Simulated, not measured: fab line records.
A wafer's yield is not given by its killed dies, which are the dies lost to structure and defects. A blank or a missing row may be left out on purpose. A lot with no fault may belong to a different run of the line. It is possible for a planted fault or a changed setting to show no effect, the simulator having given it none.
fab line records ; flow sky130
record lots=7; wafers=21; lastDay=50
route steps=708 shown POLY_GATE@219
lots untouched by any fault: they come from a run of this same line in which no faults occurred
startH: hours from the record's first day to the start of the lot's first wafer shown ; waitH: time in hours since the lot's previous step ; " the same as in the row above ; L1.1+2: one row covering several wafers at once ; - no value, or no start given ; * or withheld: withheld ; < > ~ a bound
route shown NAME@n: a module of which the file shows steps, and the number in the route of the first ; usual: mean and standard deviation over wafers with no fault ; same: alike in all rows ; chamber/n: place in a boat ; sites: the reading at each site ; _std_site: the values' standard deviation ; _edge_site: outer sites' mean less inner sites' ; radiusMm: how far each site lies from the wafer's centre ; mask NAME#n: copy n ; behind: the last tool/chamber to shape the wafer ; hold: why the lot went on hold/how many hours it stayed there/how the hold came to an end ; device: names the non-switching transistor (n, p or np) ; end of line: at the end of the route, the tests of the same wafers ; a step with no rows: only its recipe ; killed: count of dies lost to structure and defects at first sort (not the wafer's yield) ; map: a wafer's dies, x killed, . not, _ none there
set.NAME: setting as actually run; set.NAME@STEP: the setting as run at that earlier step ; model.NAME: the simulator's own value behind a step, which no gauge read
lots at selected steps of the route; one table per step, one row per wafer
services: a tool's chamber out of use, with start hour (startH, from the record's first day; less than 0 if before it), hours out, and reason
## steps
# step SKY_POLY_GATE_DEHYDRATE_05
# recipe tempC=200; timeS=60
# step SKY_POLY_GATE_HMDS_06
# recipe primeTimeS=60; primeTempC=120
# step SKY_POLY_GATE_COAT_07
# recipe resist=BARC; tempC=withheld; timeS=withheld; spinRpm=3000; resistThkNm=110
# step SKY_POLY_GATE_COAT_08
# recipe resist=KrF-thick; spinRpm=3000; resistThkNm=450
# step SKY_POLY_GATE_SOFTBAKE_09
# recipe tempC=100; timeS=90; resist=KrF-thick
# step SKY_POLY_GATE_EXPOSE_10
# recipe maskId=P1M; na=0.68; sourceShape=conventional; sigmaOuter=0.6; targetCdNm=150; doseMj=28
# step SKY_POLY_GATE_PEB_11
# recipe pebTempC=withheld; pebTimeS=withheld; resist=KrF-thick
# step SKY_POLY_GATE_DEVELOP_12
# recipe developTimeS=60; resist=KrF-thick; devTempC=21
# step SKY_POLY_GATE_CD_MEAS_13
# recipe targetCdNm=150
# usual cdNm=149.5/1.5
lot.wafer;tool;chamber;startH;waitH;cdNm
L203.2;cdSem-02;-;388.86;-;150.5
L203.4;cdSem-02;-;388.86;-;149.9
L203.6;cdSem-02;-;388.86;-;150.8
L204.4;cdSem-01;-;399.50;-;148.7
L204.5;cdSem-01;-;399.50;-;147.7
L204.6;cdSem-01;-;399.50;-;146.9
L216.1;cdSem-02;-;505.21;-;151.4
L216.4;cdSem-02;-;505.21;-;151.2
L216.5;cdSem-02;-;505.21;-;150.4
L221.1;cdSem-01;-;540.76;-;149.4
L221.2;cdSem-01;-;540.76;-;148.2
L221.4;cdSem-01;-;540.76;-;148.9
L222.1;cdSem-01;-;551.11;-;150.3
L222.3;cdSem-01;-;551.11;-;151.6
L222.6;cdSem-01;-;551.11;-;151.0
L223.1;cdSem-02;-;561.99;-;150.2
L223.2;cdSem-02;-;561.99;-;149.8
L223.3;cdSem-02;-;561.99;-;150.8
L224.2;cdSem-02;-;574.28;-;150.2
L224.3;cdSem-02;-;574.28;-;149.8
L224.4;cdSem-02;-;574.28;-;149.4
# step SKY_POLY_GATE_OVL_MEAS_14
# usual POLY_GATE_OVL=1/4.9
lot.wafer;tool;chamber;startH;waitH;POLY_GATE_OVL[nm]
L203.2;overlay-01;-;388.97;0.1;-8
L203.4;overlay-01;-;388.97;0.1;-5
L203.6;overlay-01;-;388.97;0.1;0
L204.4;overlay-01;-;399.58;0.1;-3
L204.5;overlay-01;-;399.58;0.1;-2
L204.6;overlay-01;-;399.58;0.1;-3
L216.1;overlay-02;-;505.33;0.1;3
L216.4;overlay-02;-;505.33;0.1;5
L216.5;overlay-02;-;505.33;0.1;6
L221.1;overlay-02;-;540.88;0.1;-1
L221.2;overlay-02;-;540.88;0.1;-6
L221.4;overlay-02;-;540.88;0.1;0
L222.1;overlay-02;-;551.23;0.1;5
L222.3;overlay-02;-;551.23;0.1;13
L222.6;overlay-02;-;551.23;0.1;7
L223.1;overlay-02;-;562.11;0.1;10
L223.2;overlay-02;-;562.11;0.1;5
L223.3;overlay-02;-;562.11;0.1;4
L224.2;overlay-01;-;574.39;0.1;-10
L224.3;overlay-01;-;574.39;0.1;-6
L224.4;overlay-01;-;574.39;0.1;-7
# step SKY_POLY_GATE_ETCH_15
# recipe chemistry=N2/H2; target=BARC; ionEnergyEv=200; sourceW=500; biasW=100; pressureMtorr=30; n2FlowSccm=100; h2FlowSccm=200; stopOn=SiO2; timeS=118.5; targetDepthA=1100
# usual biasW=100.0/0.31; chamberPressureMTorr=30.001/0.028; drypumpMotorCurrentA=5.8/0.44; oesProductAu=0.716/0.0046; throttleValvePct=13.213/0.0084
lot.wafer;tool;chamber;startH;waitH;biasW;chamberPressureMTorr;drypumpMotorCurrentA;oesProductAu;rfHoursCounterH;throttleValvePct
L203.2;rieDiel-04;2;389.00;0.0;100.3;30.008;5.2;0.719;26;13.220
L203.4;rieDiel-04;1;389.00;0.0;100.0;30.040;5.8;0.720;78;13.217
L203.6;rieDiel-04;0;389.00;0.0;100.4;29.981;6.0;0.719;-;13.234
L204.4;rieDiel-03;1;399.60;0.0;99.7;30.001;6.1;0.717;2;13.196
L204.5;rieDiel-03;2;399.60;0.0;100.1;30.000;6.2;0.711;-;13.213
L204.6;rieDiel-03;1;399.60;0.0;99.6;29.953;6.1;0.716;-;13.201
L216.1;rieDiel-03;2;505.37;0.0;100.4;29.990;6.2;0.720;45;13.203
L216.4;rieDiel-03;0;505.37;0.0;99.6;29.994;5.1;0.718;-;13.219
L216.5;rieDiel-03;3;505.37;0.0;100.6;30.027;6.1;0.713;-;13.227
L221.1;rieDiel-03;1;540.92;0.0;100.0;29.986;6.1;0.713;4;13.212
L221.2;rieDiel-03;2;540.92;0.0;100.4;30.023;6.2;0.710;46;13.212
L221.4;rieDiel-03;0;540.92;0.0;100.0;30.033;5.1;0.711;33;13.205
L222.1;rieDiel-04;2;551.26;0.0;99.6;29.958;5.2;0.719;28;13.211
L222.3;rieDiel-04;3;551.26;0.0;100.1;30.023;6.1;0.717;12;13.211
L222.6;rieDiel-04;0;551.26;0.0;99.8;30.016;6.0;0.713;-;13.221
L223.1;rieDiel-03;1;562.15;0.0;99.5;30.008;6.1;0.723;5;13.201
L223.2;rieDiel-03;2;562.15;0.0;99.5;30.007;6.2;0.726;46;13.211
L223.3;rieDiel-03;0;562.15;0.0;99.9;30.024;5.1;0.713;34;13.210
L224.2;rieDiel-02;2;574.42;0.0;100.3;29.955;5.1;0.719;80;13.223
L224.3;rieDiel-02;1;574.42;0.0;99.9;29.986;5.8;0.713;10;13.220
L224.4;rieDiel-02;3;574.42;0.0;100.1;30.001;6.2;0.709;-;13.221
# step SKY_POLY_GATE_ETCH_16
# recipe stopOn=poly-Si; chemistry=CH3F/O2; target=Si3N4; sourceW=400; biasW=80; pressureMtorr=25; ch3fFlowSccm=40; O2_flow_sccm=30; timeS=147.5; targetDepthA=750
# usual O2_flow_sccm=29.99/0.085; biasW=80.00/0.24; drypumpMotorCurrentA=5.8/0.44; oesProductAu=0.641/0.005; throttleValvePct=10.534/0.01
lot.wafer;tool;chamber;startH;waitH;O2_flow_sccm;biasW;drypumpMotorCurrentA;oesProductAu;rfHoursCounterH;throttleValvePct
L203.2;rieDiel-04;2;389.08;0.0;30.10;80.06;5.2;0.638;26;10.539
L203.4;rieDiel-04;1;389.08;0.0;29.93;79.75;5.7;0.634;78;10.510
L203.6;rieDiel-04;0;389.08;0.0;30.08;79.84;6.0;0.638;-;10.530
L204.4;rieDiel-03;1;399.68;0.0;29.94;79.72;6.1;0.641;2;10.524
L204.5;rieDiel-03;2;399.68;0.0;29.94;79.66;6.2;0.637;-;10.525
L204.6;rieDiel-03;1;399.68;0.0;30.19;79.71;6.1;0.641;-;10.533
L216.1;rieDiel-03;2;505.45;0.0;29.92;80.17;6.1;0.638;45;10.531
L216.4;rieDiel-03;0;505.45;0.0;30.06;79.81;5.1;0.642;-;10.522
L216.5;rieDiel-03;3;505.45;0.0;30.09;80.06;6.1;0.648;-;10.548
L221.1;rieDiel-03;1;541.00;0.0;30.03;79.97;6.1;0.637;4;10.548
L221.2;rieDiel-03;2;541.00;0.0;29.91;80.17;6.2;0.639;46;10.527
L221.4;rieDiel-03;0;541.00;0.0;30.06;80.24;5.1;0.634;33;10.547
L222.1;rieDiel-04;2;551.35;0.0;30.02;79.86;5.2;0.652;28;10.527
L222.3;rieDiel-04;3;551.35;0.0;30.06;79.77;6.1;0.642;12;10.542
L222.6;rieDiel-04;0;551.35;0.0;29.93;80.03;6.0;0.644;-;10.537
L223.1;rieDiel-03;1;562.23;0.0;30.08;80.28;6.1;0.632;5;10.514
L223.2;rieDiel-03;2;562.23;0.0;29.92;79.68;6.2;0.643;46;10.512
L223.3;rieDiel-03;0;562.23;0.0;30.20;80.35;5.1;0.631;34;10.533
L224.2;rieDiel-02;2;574.50;0.0;29.87;79.57;5.1;0.639;80;10.539
L224.3;rieDiel-02;1;574.50;0.0;29.98;80.07;5.8;0.631;10;10.545
L224.4;rieDiel-02;3;574.50;0.0;30.03;79.91;6.2;0.647;-;10.543
# step SKY_POLY_GATE_ETCH_17
# recipe targetDepthNm=180; stopOn=SiO2; overEtchFrac=0.56667; chemistry=HBr/Cl2; target=poly-Si; icpW=400; biasW=100; pressureMtorr=10; HBr_flow_sccm=150; Cl2_flow_sccm=50; timeS=70.5
# usual HBr_flow_sccm=150.0/0.45; biasW=100.0/0.3; drypumpMotorCurrentA=5.9/0.52; oesProductAu=0.986/0.009; throttleValvePct=33.684/0.0093
lot.wafer;tool;chamber;startH;waitH;HBr_flow_sccm;biasW;drypumpMotorCurrentA;oesProductAu;rfHoursCounterH;throttleValvePct;model.KrF-thick_of_POLY_GATE_COAT_08.thkNm
L203.2;rieSi-02;1;389.18;0.0;150.3;100.0;6.2;0.985;3;33.671;135.3
L203.4;rieSi-02;0;389.18;0.0;150.6;99.9;6.2;0.990;9;33.681;130.4
L203.6;rieSi-02;3;389.18;0.0;149.4;100.1;6.1;0.992;-;33.688;137
L204.4;rieSi-01;0;399.78;0.0;151.0;99.9;5.7;0.989;26;33.694;138.1
L204.5;rieSi-01;3;399.78;0.0;149.7;100.3;6.6;0.999;-;33.697;137
L204.6;rieSi-01;0;399.78;0.0;150.6;99.9;5.7;0.989;-;33.698;135.4
L216.1;rieSi-02;0;505.55;0.0;149.7;100.0;6.2;0.998;10;33.692;135.2
L216.4;rieSi-02;1;505.55;0.0;150.3;99.5;6.2;1.003;3;33.693;142.8
L216.5;rieSi-02;2;505.55;0.0;150.0;100.0;5.4;1.003;-;33.679;137.4
L221.1;rieSi-01;0;541.10;0.0;-;-;-;-;-;-;226.7
L221.2;rieSi-01;1;541.10;0.0;-;-;-;-;-;-;226.6
L221.4;rieSi-01;2;541.10;0.0;-;-;-;-;-;-;232.6
L222.1;rieSi-02;2;551.45;0.0;-;-;-;-;-;-;233.6
L222.3;rieSi-02;0;551.45;0.0;-;-;-;-;-;-;240.4
L222.6;rieSi-02;1;551.45;0.0;-;-;-;-;-;-;235.3
L223.1;rieSi-01;1;562.33;0.0;-;-;-;-;-;-;227.6
L223.2;rieSi-01;2;562.33;0.0;-;-;-;-;-;-;228.4
L223.3;rieSi-01;3;562.33;0.0;-;-;-;-;-;-;236.5
L224.2;rieSi-02;1;574.60;0.0;150.4;100.1;6.2;0.991;4;33.697;143.4
L224.3;rieSi-02;2;574.60;0.0;149.9;100.2;5.4;0.999;21;33.681;132.5
L224.4;rieSi-02;0;574.60;0.0;149.9;99.7;6.3;0.994;10;33.697;150.5
# step SKY_POLY_GATE_STRIP_18
# recipe chemistry=O2/N2; powerW=1400; pressureMtorr=1500; platenTempC=withheld; o2FlowSccm=3000; n2FlowSccm=300; overashFraction=0.5
# usual drypumpMotorCurrentA=5.8/0.43; oesProductAu=0.360/0.0054; stripTimeToEndpointS=3.15/0.062
# same overashFraction=0.5
lot.wafer;tool;chamber;startH;waitH;drypumpMotorCurrentA;oesProductAu;rfHoursCounterH;stripTimeToEndpointS
L203.2;plasmaAsher-02;1;389.24;0.0;5.8;0.359;74;3.09
L203.4;plasmaAsher-02;1;389.24;0.0;5.7;0.350;-;3.06
L203.6;plasmaAsher-02;0;389.24;0.0;6.8;0.362;-;3.13
L204.4;plasmaAsher-01;0;399.87;0.1;5.9;0.363;-;3.14
L204.5;plasmaAsher-01;1;399.87;0.1;5.2;0.363;-;3.14
L204.6;plasmaAsher-01;0;399.87;0.1;5.9;0.360;-;3.09
L216.1;plasmaAsher-03;1;505.61;0.0;5.7;0.359;71;3.13
L216.4;plasmaAsher-03;1;505.61;0.0;5.7;0.368;-;3.20
L216.5;plasmaAsher-03;1;505.61;0.0;5.7;0.362;-;3.14
L221.1;plasmaAsher-02;0;541.16;0.0;6.8;0.403;10;4.10
L221.2;plasmaAsher-02;1;541.16;0.0;5.7;0.394;10;4.10
L221.4;plasmaAsher-02;0;541.16;0.0;6.9;0.406;-;4.19
L222.1;plasmaAsher-01;0;551.50;0.0;5.9;0.398;42;4.17
L222.3;plasmaAsher-01;1;551.50;0.0;5.2;0.407;-;4.26
L222.6;plasmaAsher-01;1;551.50;0.0;5.2;0.400;-;4.21
L223.1;plasmaAsher-02;1;562.39;0.0;5.7;0.399;13;4.12
L223.2;plasmaAsher-02;0;562.39;0.0;6.8;0.403;13;4.13
L223.3;plasmaAsher-02;1;562.39;0.0;5.7;0.402;-;4.21
L224.2;plasmaAsher-01;1;574.66;0.0;5.2;0.369;45;3.21
L224.3;plasmaAsher-01;1;574.66;0.0;5.2;0.359;-;3.08
L224.4;plasmaAsher-01;0;574.66;0.0;5.9;0.368;-;3.28
# step SKY_POLY_GATE_CLEAN_19
# recipe chemistry=SC1/SC2; mix=1:4:20; tempC=70; timeS=150; dry=n2Spin
## services
tool;chamber;startH;hours;kind
rieDiel-02;0;365.53;4.5;repair
rieSi-02;-;398.26;14.6;pm
rieSi-01;-;398.74;0.7;repair
plasmaAsher-02;-;400.01;0.5;repair
rieDiel-04;2;403.14;5.7;repair
rieDiel-03;3;403.98;10.1;repair
plasmaAsher-02;-;407.01;7.8;repair
rieDiel-03;1;409.76;4.0;repair
plasmaAsher-02;-;415.18;1.6;repair
plasmaAsher-02;-;421.25;9.0;pm
plasmaAsher-02;-;444.50;2.8;pm
plasmaAsher-02;-;447.96;14.6;pm
rieDiel-02;-;449.51;1.1;repair
rieSi-01;0;456.08;19.7;repair
rieDiel-04;2;457.73;14.1;repair
rieDiel-04;0;468.29;5.0;repair
rieDiel-04;0;477.08;2.4;repair
rieDiel-02;3;483.96;4.6;repair
rieDiel-04;-;486.76;0.9;repair
rieSi-02;2;488.82;3.9;repair
rieDiel-03;1;502.57;5.8;repair
plasmaAsher-01;-;521.06;1.4;repair
rieSi-01;2;521.48;4.1;repair
rieDiel-04;2;558.09;33.6;repair
## key
firstSign step=SKY_POLY_GATE_ETCH_17; reading=toolRecord; direction=missing
effect step=SKY_POLY_GATE_STRIP_18; reading=stripTimeToEndpointS; direction=up; sigmas=16; usual=*; struck=*
modelEffect step=SKY_POLY_GATE_ETCH_17; value=KrF-thick_of_POLY_GATE_COAT_08.thkNm; without=138.8; struck=232
metAt SKY_POLY_GATE_ETCH_17
struckWafers L221.1,L221.2,L221.4,L222.1,L222.3,L222.6,L223.1,L223.2,L223.3
laterRowsLeftOut L221.1,L221.2,L221.4,L222.1,L222.3,L222.6,L223.1,L223.2,L223.3
sortLeftOut L221.1,L221.2,L221.4,L222.1,L222.3,L222.6,L223.1,L223.2,L223.3
testerLeftOut L221,L222,L223
onsetBetween 505.55 541.10
fault kind=skippedStepWhole; tool=rieSi-01,rieSi-02; chamber=-; onsetH=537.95; steps=SKY_POLY_GATE_ETCH_17; scope=struckLotsOnly
# testerLeftOut: of these lots the tester's yield and bins aren't shown, on N5 and GAA mostly nor the transistor test; their killed dies are dies lost to structure and defects alone, not to doping, threshold or leakage, so they don't give the yield
# sortLeftOut: the simulated sort isn't trusted on such a fault, so these wafers' sort isn't shown, and their yield isn't known
# laterRowsLeftOut: the simulator's readings of these wafers behind a module that went badly wrong aren't trusted and aren't shown, but for the sort
